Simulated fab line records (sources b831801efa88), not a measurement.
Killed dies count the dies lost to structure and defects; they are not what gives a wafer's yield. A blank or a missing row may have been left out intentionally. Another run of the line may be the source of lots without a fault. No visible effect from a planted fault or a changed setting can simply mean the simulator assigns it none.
A lot that was struck, set against a sound lot || flow sky130 || 43 out of 708 route steps
Sound: these wafers, L899.2, L899.3, L899.4. Wafers L904.1, L904.2, L904.3 were the ones struck. At the end, the cause is stated.
For every step that has rows: the tool of each side, followed by ch and its chambers, followed by its first start. Under that, the readings that differ: sound wafers || struck wafers || difference of the means || sigmas: that difference in standard deviations of wafers without a fault.
alike: readings with means less than 2 such deviations apart, plus words and numbers identical on both sides. not compared: withheld readings, readings lacking a value on some wafer, bounds such as >300 that could conceal the same value, and numbers that have no deviation in the record and whose values overlap.
A row with sigmas, a row that says differs or no value, or rows on one side alone: a step with any of these is where the two part. Numbers that have no deviation but don't overlap get no sigmas and don't part them. Lack of a reading on every wafer of one side parts them only where that side has two or more wafers.

first, 3 steps without rows for these wafers: SKY_VIA3_EXPOSE_09 (exposes mask VIM3, target cd 200 nm); SKY_VIA3_PEB_10; SKY_VIA3_DEVELOP_11 (develop time 60 s).
SKY_VIA3_CD_MEAS_12 targets a cd of 200 nm.
  sound: cd-sem-01 at day 42 07:10; struck: cd-sem-01 at day 44 00:53
{"reading": "cd-nm (nm)", "sound": "198.5 198.8 198.8", "struck": "201.7 201.1 201.8", "difference": "+2.8", "sigmas": "+2"}
SKY_VIA3_OVL_MEAS_13:
  sound: overlay-02 at day 42 07:16; struck: overlay-01 at day 44 01:00
  alike: VIA3_OVL
then, 1 step without rows for these wafers: SKY_VIA3_ETCH_14 (etches BARC in N2/H2, stops on SiO2, time 45.9 s, target depth 60 nm).
SKY_VIA3_ETCH_15: etches SiO2 in C4F8/O2/Ar, stops on TiN, target depth 507 nm, time 78 s.
  sound on rie-diel-04 ch 1,2,3, day 42 07:20; struck on rie-diel-04 ch 1,2,3, day 44 01:05
  alike: oes-product-au, rf-hours-counter-h
then, 5 steps without rows for these wafers: SKY_VIA3_STRIP_16 (strips in O2/N2); SKY_VIA3_STRIP_17 (strips in post etch residue remover, time 1200 s); SKY_VIA3_CLEAN_18 (cleans in IPA, time 180 s); SKY_VIA3_CLEAN_19 (cleans in O3/DIW); SKY_VIA3_SPUTTER_20 (material TiN, target thk 20 nm, time 80 s).
SKY_VIA3_CVD_21: deposits W, target thk 390 nm, time 117.31 s.
  sound on cvd-w-02 ch 0,1, day 42 08:04; struck on cvd-w-01 ch 0,1, day 44 01:49
  alike: heater-power-w
SKY_VIA3_RS_MEAS_22: uses a four-point probe to measure.
  sound: film-metro-03 at day 42 08:12; struck: film-metro-03 at day 44 01:56
  alike: VIA3_W_RS
SKY_VIA3_THK_MEAS_23: measures by xrf.
  sound: film-metro-03 at day 42 08:19; struck: film-metro-03 at day 44 02:03
  alike: VIA3_W_THK
then, 2 steps without rows for these wafers: SKY_VIA3_CMP_24 (polishes, stops on SiO2, t overpolish 20 s, target thk 0 nm); SKY_METAL4_SPUTTER_00 (material Ti, target thk 15 nm, time 10 s).
SKY_METAL4_SPUTTER_01: material TiN, target thk 20 nm, time 16.7 s.
  sound: pvd-sputter-01 at day 42 08:41; struck: pvd-sputter-02 at day 44 02:26
  alike: throttle-valve-pct
then, 1 step without rows for these wafers: SKY_METAL4_SPUTTER_02 (material AlCu, target thk 735 nm, time 39.1 s).
SKY_METAL4_SPUTTER_03: material Ti, target thk 5 nm, time 3.3 s.
  sound: pvd-sputter-01 at day 42 08:45; struck: pvd-sputter-02 at day 44 02:30
  alike: throttle-valve-pct
then, 2 steps without rows for these wafers: SKY_METAL4_SPUTTER_04 (material TiN, target thk 70 nm, time 58.3 s); SKY_CAP2M_CVD_00 (deposits SiO2, target thk 15.5 nm).
SKY_CAP2M_THK_MEAS_01:
  sound: film-metro-02 at day 42 08:51; struck: film-metro-02 at day 44 02:36
  alike: CAP2M_CVD_00_THK
SKY_CAP2M_SPUTTER_02: material TiN, target thk 200 nm, time 166.7 s.
  sound: pvd-sputter-04 at day 42 08:54; struck: pvd-sputter-01 at day 44 02:40
  alike: throttle-valve-pct
SKY_CAP2M_RS_MEAS_03: uses a four-point probe to measure.
  sound: film-metro-03 at day 42 09:01; struck: film-metro-03 at day 44 02:46
  alike: CAP2M_TIN_RS
SKY_CAP2M_THK_MEAS_04: measures by xrf.
  sound: film-metro-03 at day 42 09:08; struck: film-metro-03 at day 44 02:53
  alike: CAP2M_TIN_THK
then, 7 steps without rows for these wafers: SKY_CAP2M_DEHYDRATE_05 (time 60 s); SKY_CAP2M_HMDS_06 (prime time 60 s); SKY_CAP2M_COAT_07 (resist thk 1140 nm); SKY_CAP2M_SOFTBAKE_08 (time 60 s); SKY_CAP2M_EXPOSE_09 (exposes mask CAP2M, target cd 1000 nm); SKY_CAP2M_PEB_10; SKY_CAP2M_DEVELOP_11 (develop time 60 s).
SKY_CAP2M_OVL_MEAS_12:
  sound: overlay-02 at day 43 08:57; struck: overlay-02 at day 45 01:22
  alike: CAP2M_OVL
SKY_CAP2M_METAL_ETCH_13: etches TiN in Cl2/BCl3, stops on SiO2, target depth 220 nm, time 62.9 s.
  sound on rie-metal-02 ch 0,1, day 43 08:59; struck on rie-metal-02 ch 1, day 45 01:24
  alike: drypump-motor-current-A, he-backside-leak-sccm, oes-product-au, throttle-valve-pct
  not compared: rf-hours-counter-h
then, 7 steps without rows for these wafers: SKY_CAP2M_STRIP_14 (strips in O2/N2); SKY_CAP2M_STRIP_15 (strips in post etch residue remover, time 1200 s); SKY_CAP2M_CLEAN_16 (cleans in IPA, time 180 s); SKY_CAP2M_CLEAN_17 (cleans in O3/DIW); SKY_METAL4_DEHYDRATE_05 (time 60 s); SKY_METAL4_HMDS_06 (prime time 60 s); SKY_METAL4_COAT_07 (resist thk 60 nm).
-- the record jumps here: 5 days lie between the struck wafers' starts before and after (it left off in module METAL4 and takes up again in module PAD_OPEN, whose first step shown is number 708 of the route) --
SKY_PAD_OPEN_PROBE_99:
  record: rows for the struck wafers here (prober-01, day 49 14:58), none for the sound ones

WHERE THEY PART
Earliest at SKY_VIA3_CD_MEAS_12; latest, in this record, at SKY_PAD_OPEN_PROBE_99.

WHY: whatever the simulator had introduced
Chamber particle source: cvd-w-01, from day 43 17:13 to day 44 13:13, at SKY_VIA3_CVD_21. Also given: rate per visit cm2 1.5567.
